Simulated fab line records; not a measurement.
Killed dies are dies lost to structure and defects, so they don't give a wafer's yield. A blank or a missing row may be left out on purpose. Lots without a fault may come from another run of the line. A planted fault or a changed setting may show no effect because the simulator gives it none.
Check of tool commonality + flow gf180mcu + Sample size 11 lots and 33 wafers

WHAT PROMPTED THE OPENING
1 of 11 lots carry a flag on the reading HV_LDD_TW at GF_HV_LDD_TW_MEAS_11. Fault-free wafers read 2421, with a standard deviation of 22.
Rule: a lot is flagged when every wafer of it that has a number lies more than 4 standard deviations from that mean, or none has a number. The rest of the lots are taken to be sound.

| lot  | measured     | on            | HV_LDD_TW, wafer by wafer | flag    |
|------|--------------|---------------|---------------------------|---------|
| L284 | day 10 04:46 | film_metro-03 | 2433 2428 2438            |         |
| L286 | day 10 11:35 | film_metro-03 | 2419 2421 2430            |         |
| L287 | day 10 17:45 | film_metro-04 | 2415 2414 2415            |         |
| L288 | day 10 21:46 | film_metro-01 | 2433 2434 2443            |         |
| L290 | day 11 16:44 | film_metro-01 | 2434 2433 2437            |         |
| L294 | day 13 15:45 | film_metro-04 | 2409 2396 2385            |         |
| L296 | day 13 18:41 | film_metro-03 | 2437 2432 2428            |         |
| L300 | day 14 16:04 | film_metro-03 | 30 30 30                  | FLAGGED |
| L301 | day 14 23:38 | film_metro-03 | 2420 2420 2408            |         |
| L306 | day 16 20:45 | film_metro-01 | 2440 2443 2447            |         |
| L305 | day 16 20:49 | film_metro-03 | 2430 2421 2423            |         |
Flagged lots average 30: -2391 relative to the usual, that is -99 or more standard deviations.

WHICH TOOL RAN EACH LOT
The record holds 4 process steps before the reading, out of a route of 602 steps. Every cell lists first the tool, next ch and the chambers used by the sampled wafers, and last the start.
| lot  | flag    | GF_MVPSD_STRIP_10                    | GF_VT_IMPLANT_STRIP_09               | GF_POLY_GATE_ETCH_12               | GF_HV_LDD_EXPOSE_04                 |
|------|---------|--------------------------------------|--------------------------------------|------------------------------------|-------------------------------------|
| L284 |         | plasma_asher-01 ch 0,1, day 5 04:06  | plasma_asher-04 ch 0,1, day 5 18:03  | rie_diel-02 ch 0,1, day 9 09:03    | iline_stepper-01 ch 0, day 9 19:17  |
| L286 |         | plasma_asher-01 ch 0,1, day 5 11:34  | plasma_asher-04 ch 0,1, day 6 02:25  | rie_diel-04 ch 0,1,2, day 9 15:40  | iline_stepper-01 ch 0, day 10 02:11 |
| L287 |         | plasma_asher-01 ch 0,1, day 5 17:25  | plasma_asher-04 ch 0,1, day 6 08:20  | rie_diel-02 ch 1,2, day 9 21:05    | iline_stepper-01 ch 0, day 10 07:59 |
| L288 |         | plasma_asher-03 ch 0,1, day 5 22:10  | plasma_asher-02 ch 0,1, day 6 12:37  | rie_diel-01 ch 1,3, day 10 02:54   | iline_stepper-01 ch 0, day 10 13:07 |
| L290 |         | plasma_asher-03 ch 0,1, day 6 12:28  | plasma_asher-04 ch 0,1, day 7 02:50  | rie_diel-01 ch 0,1, day 10 19:28   | iline_stepper-01 ch 0, day 11 07:04 |
| L294 |         | plasma_asher-02 ch 0,1, day 7 23:10  | plasma_asher-02 ch 0,1, day 8 14:20  | rie_diel-02 ch 0,2,3, day 12 16:36 | iline_stepper-02 ch 0, day 13 05:11 |
| L296 |         | plasma_asher-01 ch 0,1, day 8 03:50  | plasma_asher-04 ch 0,1, day 8 20:26  | rie_diel-04 ch 0,1,3, day 12 20:55 | iline_stepper-01 ch 0, day 13 08:52 |
| L300 | FLAGGED | plasma_asher-01 ch 0,1, day 8 20:58  | plasma_asher-04 ch 0,1, day 9 14:08  | rie_diel-04 ch 1,3, day 13 17:55   | iline_stepper-01 ch 0, day 14 06:02 |
| L301 |         | plasma_asher-01 ch 0,1, day 9 02:20  | plasma_asher-04 ch 0,1, day 9 19:37  | rie_diel-01 ch 2,3, day 13 23:44   | iline_stepper-01 ch 0, day 14 13:17 |
| L306 |         | plasma_asher-03 ch 0,1, day 10 15:25 | plasma_asher-02 ch 0,1, day 11 09:45 | rie_diel-01 ch 1,2,3, day 15 20:18 | iline_stepper-01 ch 0, day 16 09:39 |
| L305 |         | plasma_asher-02 ch 0,1, day 10 14:26 | plasma_asher-03 ch 0,1, day 11 09:05 | rie_diel-04 ch 0,2, day 15 20:21   | iline_stepper-01 ch 0, day 16 09:45 |
What is done by these steps:
- GF_MVPSD_STRIP_10: strips in O2/N2.
- GF_VT_IMPLANT_STRIP_09: strips in O2/N2.
- GF_POLY_GATE_ETCH_12: etches BARC in N2/H2.
- GF_HV_LDD_EXPOSE_04: exposes mask Nplus LV AREA, target cd 400 nm.
- GF_HV_LDD_TW_MEAS_11

FLAGGED AGAINST TOTAL, ONE TOOL AT A TIME (gauges that did the reading follow at the end)
| step                   | tool             | lots run | flagged | share of the flagged lots | sound lots run after its first flagged lot |
|------------------------|------------------|----------|---------|---------------------------|--------------------------------------------|
| GF_MVPSD_STRIP_10      | plasma_asher-01  | 6        | 1       | all                       | 1 (L301)                                   |
| GF_MVPSD_STRIP_10      | plasma_asher-02  | 2        | 0       | none                      | -                                          |
| GF_MVPSD_STRIP_10      | plasma_asher-03  | 3        | 0       | none                      | -                                          |
| GF_VT_IMPLANT_STRIP_09 | plasma_asher-02  | 3        | 0       | none                      | -                                          |
| GF_VT_IMPLANT_STRIP_09 | plasma_asher-03  | 1        | 0       | none                      | -                                          |
| GF_VT_IMPLANT_STRIP_09 | plasma_asher-04  | 7        | 1       | all                       | 1 (L301)                                   |
| GF_POLY_GATE_ETCH_12   | rie_diel-01      | 4        | 0       | none                      | -                                          |
| GF_POLY_GATE_ETCH_12   | rie_diel-02      | 3        | 0       | none                      | -                                          |
| GF_POLY_GATE_ETCH_12   | rie_diel-04      | 4        | 1       | all                       | 1 (L305)                                   |
| GF_HV_LDD_EXPOSE_04    | iline_stepper-01 | 10       | 1       | all                       | 3 (L301,L306,L305)                         |
| GF_HV_LDD_EXPOSE_04    | iline_stepper-02 | 1        | 0       | none                      | -                                          |
| GF_HV_LDD_TW_MEAS_11   | film_metro-01    | 3        | 0       | none                      | -                                          |
| GF_HV_LDD_TW_MEAS_11   | film_metro-03    | 6        | 1       | all                       | 2 (L301,L305)                              |
| GF_HV_LDD_TW_MEAS_11   | film_metro-04    | 2        | 0       | none                      | -                                          |

WHAT IS ALLOWED BY THE TABLE
5 rows of the table ran every flagged lot: plasma_asher-01 at GF_MVPSD_STRIP_10, plasma_asher-04 at GF_VT_IMPLANT_STRIP_09, rie_diel-04 at GF_POLY_GATE_ETCH_12, iline_stepper-01 at GF_HV_LDD_EXPOSE_04, film_metro-03 at GF_HV_LDD_TW_MEAS_11.
- plasma_asher-01 at GF_MVPSD_STRIP_10: 1 of its 6 lots flagged. Sound lots ran on it after the first flagged one (L301), which a lasting fault on the whole tool wouldn't allow.
- plasma_asher-04 at GF_VT_IMPLANT_STRIP_09: 1 of its 7 lots flagged. Sound lots ran on it after the first flagged one (L301), which a lasting fault on the whole tool wouldn't allow.
- rie_diel-04 at GF_POLY_GATE_ETCH_12: 1 of its 4 lots flagged. Sound lots ran on it after the first flagged one (L305), which a lasting fault on the whole tool wouldn't allow.
- iline_stepper-01 at GF_HV_LDD_EXPOSE_04: 1 of its 10 lots flagged. Sound lots ran on it after the first flagged one (L301, L306, L305), which a lasting fault on the whole tool wouldn't allow.
- film_metro-03 at GF_HV_LDD_TW_MEAS_11: 1 of its 6 lots flagged. Sound lots ran on it after the first flagged one (L301, L305), which a lasting fault on the whole tool wouldn't allow.
None of the table's rows ran every flagged lot and, after the first, no sound lot.

WHAT THE SIMULATOR HAD PUT IN
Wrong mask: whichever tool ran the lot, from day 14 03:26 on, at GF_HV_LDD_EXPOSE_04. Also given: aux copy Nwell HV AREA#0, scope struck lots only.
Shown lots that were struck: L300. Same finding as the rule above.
